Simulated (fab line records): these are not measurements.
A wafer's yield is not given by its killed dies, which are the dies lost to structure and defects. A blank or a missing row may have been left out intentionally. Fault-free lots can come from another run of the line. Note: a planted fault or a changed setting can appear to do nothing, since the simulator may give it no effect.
Split-lot study ; flow gf180mcu ; route with 602 steps; 5 lots, 23 wafers read

## THE SPLIT
At GF_POLY_GATE_COAT_05 (resist thk 700 nm), the setting resist_thk_nm was moved away from the recipe's 700 nm on 9 of the 23 wafers read, by -2.6% to +5.4%. The other wafers ran this setting at the recipe's value.

The reading comes from the split's own step.

## THE READING
KrF_of_POLY_GATE_COAT_05.thk_nm (the simulator's own value, which no gauge read), in nm, at GF_POLY_GATE_COAT_05 (resist thk 700 nm). The file does not state a usual value for it. Across the 14 wafers here that went through the recipe, the average is 702.1 nm and the standard deviation 1.3 nm.

wafer;tool, chamber at the split;resist_thk_nm as run, nm;against the recipe;KrF_of_POLY_GATE_COAT_05.thk_nm, nm;against lot-mates on the recipe
L074.1;litho_track-01, 0;700;recipe;700.3;-
L074.2;litho_track-01, 0;700;recipe;703.5;-
L074.3;litho_track-01, 0;700;recipe;699.6;-
L074.4;litho_track-01, 0;700;recipe;700.1;-
L074.6;litho_track-01, 0;700;recipe;702.1;-
L077.1;litho_track-04, 0;681.9;-2.6%;682.4;-20.3
L077.2;litho_track-04, 0;681.9;-2.6%;685.5;-17.2
L077.4;litho_track-04, 0;681.9;-2.6%;683.9;-18.8
L077.5;litho_track-04, 0;700;recipe;702.2;-
L077.6;litho_track-04, 0;700;recipe;703.1;-
L081.2;litho_track-04, 0;700;recipe;701.7;-
L081.4;litho_track-04, 0;700;recipe;703.6;-
L081.6;litho_track-04, 0;700;recipe;701.5;-
L082.1;litho_track-04, 0;700;recipe;702.3;-
L082.3;litho_track-04, 0;737.7;+5.4%;736.7;+34.1
L082.4;litho_track-04, 0;737.7;+5.4%;737.4;+34.8
L082.5;litho_track-04, 0;700;recipe;703;-
L082.6;litho_track-04, 0;737.7;+5.4%;738.3;+35.6
L085.1;litho_track-04, 0;725.2;+3.6%;726.7;+23.7
L085.2;litho_track-04, 0;725.2;+3.6%;728.3;+25.3
L085.3;litho_track-04, 0;725.2;+3.6%;728.7;+25.7
L085.4;litho_track-04, 0;700;recipe;703.8;-
L085.6;litho_track-04, 0;700;recipe;702.2;-

THE FIT
A straight line over all 23 wafers: KrF_of_POLY_GATE_COAT_05.thk_nm changes by +6.8 nm for each +1% of resist_thk_nm; r = +1.00; the points scatter about the line by 1.4 nm.
The same after taking each lot's own level away (the mean of its wafers on the recipe; 23 wafers): +6.73 nm for each +1%; r = +1.00; scatter 1.3 nm.
According to that fit, moving resist_thk_nm by its largest amount changes the reading by 36 nm.
Across the lots, their own levels run from 701.12 to 703.00 nm, a range of 1.5 times the standard deviation given above.
The two slopes agree, so the slope changes little with the lot-to-lot level.
Check: for one of the wafers moved furthest among these (+5.4%), held out of the fit, the line's prediction against its lot-mates is +36.4 nm. It came out at +34.1 nm against them.

## THESE WAFERS: OTHER SPLITS
Before the reading, these wafers also passed through other splits. Each is held against what the fit with the lots' levels taken away leaves over:
other split on the same wafers;wafers away from the commonest value;r with KrF_of_POLY_GATE_COAT_05.thk_nm (lot level and that fit taken away)
GF_STI_CVD_03 temp_c;10;-0.02
GF_STI_SOFTBAKE_08 temp_c;5;-0.19
GF_LVPWELL_COAT_02 spin_rpm;11;-0.19
GF_LVPWELL_IMPLANT_08 dose_cm2;9;+0.17
GF_MVPSD_STRIP_10 pressure_mtorr;18;+0.02
GF_VT_IMPLANT_STRIP_31 pressure_mtorr;10;+0.20

## FILE'S OWN FIT
KrF_of_POLY_GATE_COAT_05.thk_nm changes by +6.69 nm for each +1% of resist_thk_nm, r = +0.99.
